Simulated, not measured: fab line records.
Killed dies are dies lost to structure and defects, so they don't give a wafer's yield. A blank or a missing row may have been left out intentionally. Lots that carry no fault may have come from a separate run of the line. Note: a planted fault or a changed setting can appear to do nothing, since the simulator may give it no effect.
Matching of chambers || flow sky130 || 4 sister chambers for SKY_FIELD_ISO_ETCH_17 on rie si-01
The step etches Si in HBr/Cl2/O2, target depth 342 nm, time 97.7 s. 8 wafers are shown with their chamber, then 7 later ones without.

== WAFERS PAIRED WITH THEIR CHAMBERS ==
{"wafer": "L626.2", "chamber": 0, "drypump motor current A (A)": 6.8, "oes product au (a.u.)": 1.025}
{"wafer": "L633.5", "chamber": 0, "drypump motor current A (A)": 6.8, "oes product au (a.u.)": 1.025}
{"wafer": "L635.1", "chamber": 3, "drypump motor current A (A)": 5.6, "oes product au (a.u.)": 1.029}
{"wafer": "L635.5", "chamber": 1, "drypump motor current A (A)": 6.6, "oes product au (a.u.)": 0.985}
{"wafer": "L637.2", "chamber": 1, "drypump motor current A (A)": 6.6, "oes product au (a.u.)": 0.993}
{"wafer": "L637.5", "chamber": 2, "drypump motor current A (A)": 5.4, "oes product au (a.u.)": 0.986}
{"wafer": "L643.2", "chamber": 3, "drypump motor current A (A)": 5.7, "oes product au (a.u.)": 1.033}
{"wafer": "L643.3", "chamber": 2, "drypump motor current A (A)": 5.4, "oes product au (a.u.)": 0.989}

== WAFERS MISSING THEIR CHAMBER ==
{"wafer": "L643.6", "drypump motor current A (A)": 5.4, "oes product au (a.u.)": 0.987}
{"wafer": "L645.2", "drypump motor current A (A)": 5.4, "oes product au (a.u.)": 0.984}
{"wafer": "L645.3", "drypump motor current A (A)": 5.6, "oes product au (a.u.)": 1.013}
{"wafer": "L645.4", "drypump motor current A (A)": 6.6, "oes product au (a.u.)": 0.985}
{"wafer": "L647.1", "drypump motor current A (A)": 5.4, "oes product au (a.u.)": 0.997}
{"wafer": "L647.3", "drypump motor current A (A)": 5.6, "oes product au (a.u.)": 1.018}
{"wafer": "L647.4", "drypump motor current A (A)": 6.6, "oes product au (a.u.)": 0.986}

== WHICH CHAMBER EACH WENT THROUGH ==
{"wafer": "L643.6", "from the rows above": 2, "in truth": 2}
{"wafer": "L645.2", "from the rows above": 2, "in truth": 2}
{"wafer": "L645.3", "from the rows above": 3, "in truth": 3}
{"wafer": "L645.4", "from the rows above": 1, "in truth": 1}
{"wafer": "L647.1", "from the rows above": 2, "in truth": 2}
{"wafer": "L647.3", "from the rows above": 3, "in truth": 3}
{"wafer": "L647.4", "from the rows above": 1, "in truth": 1}
7 of 7 placed correctly. Not placeable from these rows: 0. Wrongly placed: 0.
How it was worked out, from the rows above alone: a wafer's distance from a chamber is the root of the sum, over the readings, of the square of ((its reading less the chamber's mean) divided by the reading's scatter). The wafer belongs to the nearest chamber; if the next one is less than 2 further off, it can't be placed. Each chamber's mean is taken over the wafers shown for it. How the scatter is found: for the shown wafers, subtract from each reading the mean of its chamber, square and add these, divide the total by (wafers less chambers), then take the root.
